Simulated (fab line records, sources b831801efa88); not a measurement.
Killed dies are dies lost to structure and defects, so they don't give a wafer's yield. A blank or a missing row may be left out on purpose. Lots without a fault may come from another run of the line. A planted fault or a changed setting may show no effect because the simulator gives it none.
Which tool did it? | flow gf180mcu | 13 lots, 39 wafers sampled, at 6 steps of a route of 602

WHAT THE GAUGES READ, wafer by wafer
GF_POLY_GATE_OVL_MEAS_11.
lot  | measured     | on         | POLY_GATE_OVL (nm)
L151 | day 9 15:45  | overlay-02 | -2 -9 -3
L152 | day 9 17:06  | overlay-01 | 6 6 14
L153 | day 10 01:40 | overlay-02 | 17 3 10
L154 | day 10 11:06 | overlay-02 | 2 -3 -3
L157 | day 11 06:39 | overlay-01 | 6 3 4
L162 | day 12 21:34 | overlay-02 | 5 6 8
L163 | day 13 02:43 | overlay-01 | -5 -1 16
L164 | day 13 08:30 | overlay-01 | 1 1 2
L166 | day 13 18:51 | overlay-02 | 12 6 9
L168 | day 14 13:54 | overlay-02 | -3 3 -1
L171 | day 15 18:17 | overlay-01 | -1 7 12
L172 | day 16 03:40 | overlay-01 | 11 6 1
L173 | day 16 11:07 | overlay-01 | 9 3 0

GF_POLY_GATE_THK_MEAS_17.
lot  | measured     | on            | POLY_GATE_OXIDATION_THK (nm)
L151 | day 9 17:19  | film_metro-03 | 4.06 4.00 4.02
L152 | day 9 18:39  | film_metro-01 | 3.98 4.04 4.05
L153 | day 10 03:13 | film_metro-01 | 4.02 4.04 4.10
L154 | day 10 12:51 | film_metro-04 | 4.02 4.01 4.00
L157 | day 11 08:46 | film_metro-03 | 3.85 3.86 3.96
L162 | day 12 23:14 | film_metro-03 | 3.98 4.03 4.00
L163 | day 13 04:23 | film_metro-04 | 3.97 3.94 4.03
L164 | day 13 12:18 | film_metro-04 | 4.01 3.93 3.87
L166 | day 13 20:26 | film_metro-04 | 4.09 4.07 4.07
L168 | day 14 15:46 | film_metro-01 | 4.03 3.99 4.02
L171 | day 15 19:49 | film_metro-04 | 3.87 3.97 3.98
L172 | day 16 05:13 | film_metro-03 | 3.87 3.96 3.79
L173 | day 16 13:43 | film_metro-03 | 3.87 3.87 3.92

GF_HV_LDD_OVL_MEAS_32.
lot  | measured     | on         | HV_LDD_02_OVL (nm)
L151 | day 12 00:54 | overlay-02 | 1.3 0.8 1.4
L152 | day 12 02:11 | overlay-02 | 1.4 1.2 0.5
L153 | day 12 11:28 | overlay-01 | 2.6 1.5 4.0
L154 | day 12 21:57 | overlay-02 | 0.8 0.7 2.3
L157 | day 13 19:06 | overlay-01 | 4.4 3.5 3.5
L162 | day 15 12:27 | overlay-02 | 1.0 2.3 -0.9
L163 | day 15 19:33 | overlay-02 | -0.4 -0.7 -1.1
L164 | day 16 04:45 | overlay-02 | -2.0 -0.3 -0.9
L166 | day 16 13:47 | overlay-01 | 2.6 2.6 2.8
L168 | day 17 10:24 | overlay-02 | -2.4 -1.3 -1.8
L171 | day 18 16:14 | overlay-02 | 1.6 1.1 2.8
L172 | day 19 03:15 | overlay-01 | 3.0 0.9 1.7
L173 | day 19 12:18 | overlay-02 | -1.7 -0.9 -1.0

GF_HV_LDD_TW_MEAS_38.
lot  | measured     | on            | HV_LDD_3_TW
L151 | day 12 01:38 | film_metro-03 | 1429 1438 1445
L152 | day 12 02:56 | film_metro-04 | 1452 1449 1447
L153 | day 12 12:12 | film_metro-03 | 1442 1446 1444
L154 | day 12 22:41 | film_metro-03 | 1438 1444 1433
L157 | day 13 19:50 | film_metro-02 | 1443 1445 1452
L162 | day 15 13:11 | film_metro-03 | 1439 1445 1444
L163 | day 15 20:17 | film_metro-04 | 1407 1413 1410
L164 | day 16 05:29 | film_metro-03 | 1411 1402 1413
L166 | day 16 14:31 | film_metro-02 | 1445 1441 1440
L168 | day 17 11:08 | film_metro-03 | 1438 1450 1439
L171 | day 18 16:59 | film_metro-03 | 1442 1445 1446
L172 | day 19 03:59 | film_metro-03 | 1429 1432 1432
L173 | day 19 13:02 | film_metro-04 | 1432 1437 1436

GF_HV_LDD_RS_MEAS_53: measures by four-point-probe.
lot  | measured     | on            | HV_LDD_RS (ohm/sq)
L151 | day 12 21:16 | film_metro-03 | 418.6 418.7 418.8
L152 | day 12 22:43 | film_metro-04 | 417.9 417.2 416.1
L153 | day 13 08:04 | film_metro-03 | 416.9 416.8 416.5
L154 | day 13 18:37 | film_metro-04 | 419.2 419.0 418.6
L157 | day 14 16:44 | film_metro-02 | 417.0 418.3 418.8
L162 | day 16 11:43 | film_metro-02 | 417.9 418.5 419.4
L163 | day 16 18:38 | film_metro-02 | 373.1 372.7 373.0
L164 | day 17 04:34 | film_metro-04 | 373.8 375.1 373.6
L166 | day 17 14:01 | film_metro-04 | 417.5 419.0 418.3
L168 | day 18 10:46 | film_metro-02 | 417.4 417.1 417.8
L171 | day 19 17:38 | film_metro-04 | 418.2 418.3 418.6
L172 | day 20 05:11 | film_metro-04 | 418.1 419.1 418.7
L173 | day 20 14:26 | film_metro-04 | 418.4 418.0 417.9

WHICH TOOL RAN EACH LOT (tool, then ch and the chambers of the sampled wafers, then the start)
lot  | GF_HV_LDD_IMPLANT_34
L151 | implanter-01 ch 0, day 12 01:05
L152 | implanter-04 ch 0, day 12 02:23
L153 | implanter-03 ch 0, day 12 11:41
L154 | implanter-04 ch 0, day 12 22:08
L157 | implanter-01 ch 0, day 13 19:19
L162 | implanter-01 ch 0, day 15 12:38
L163 | implanter-03 ch 0, day 15 19:46
L164 | implanter-03 ch 0, day 16 04:58
L166 | implanter-01 ch 0, day 16 13:58
L168 | implanter-01 ch 0, day 17 10:36
L171 | implanter-01 ch 0, day 18 16:28
L172 | implanter-04 ch 0, day 19 03:28
L173 | implanter-03 ch 0, day 19 12:29
- GF_HV_LDD_IMPLANT_34

WHAT THE TOOLS THEMSELVES READ (means of the sampled wafers that have a number; where no wafer has one, the mark that the record gives instead)
GF_HV_LDD_IMPLANT_34.
lot  | tool         | beam_energy_keV | rotation_deg (degrees) | tilt_deg (degrees)
L151 | implanter-01 | 60.017          | 89.980                 | 29.971
L152 | implanter-04 | 59.998          | 90.050                 | 30.000
L153 | implanter-03 | 60.002          | 90.022                 | 30.000
L154 | implanter-04 | 60.001          | 90.002                 | 30.012
L157 | implanter-01 | 59.998          | 89.987                 | 30.011
L162 | implanter-01 | 59.999          | 90.010                 | 30.017
L163 | implanter-03 | 60.002          | 89.975                 | -0.018
L164 | implanter-03 | 59.979          | 90.023                 | -0.018
L166 | implanter-01 | 59.985          | 89.981                 | 30.016
L168 | implanter-01 | 60.006          | 89.986                 | 29.984
L171 | implanter-01 | 59.997          | 89.993                 | 29.987
L172 | implanter-04 | 59.987          | 90.035                 | 30.003
L173 | implanter-03 | 60.019          | 89.984                 | 30.004

THE ANSWER, worked out from the rows above alone
Rule: what is usual is taken from the lots themselves. Put in order of their means at a reading, lots are off if they are a third of the lots or fewer, leave a main group of 4 or more, and stand apart from it by a gap of 3 or more times the standard deviation of the main group's means; of several such gaps the widest counts. A main group whose means are all the same, to the digits that the tables above print for the reading, isn't used. A lot without any number at a reading at which 4 lots or more have one is off too. The other lots that the step has rows for count as sound. The gauges are gone through in route order, then the tools' own readings, and for those a lot's mean is taken as printed above. The first step at which some lot is off is used, and at that step the reading that is off furthest; a lot without a number counts as furthest.
Off: L163, L164, at GF_HV_LDD_TW_MEAS_38 (HV_LDD_3_TW). The main group: mean 1441, standard deviation 5.1.
A tool fits if, at a process step before that reading, it ran every lot that is off, and no sound lot after the first of them. The gauges at GF_HV_LDD_TW_MEAS_38 aren't tried: what is off there is off at GF_HV_LDD_IMPLANT_34 too, on other tools, and a gauge's error can't cause that. None of those tried fits.

WHAT THE SIMULATOR HAD PUT IN
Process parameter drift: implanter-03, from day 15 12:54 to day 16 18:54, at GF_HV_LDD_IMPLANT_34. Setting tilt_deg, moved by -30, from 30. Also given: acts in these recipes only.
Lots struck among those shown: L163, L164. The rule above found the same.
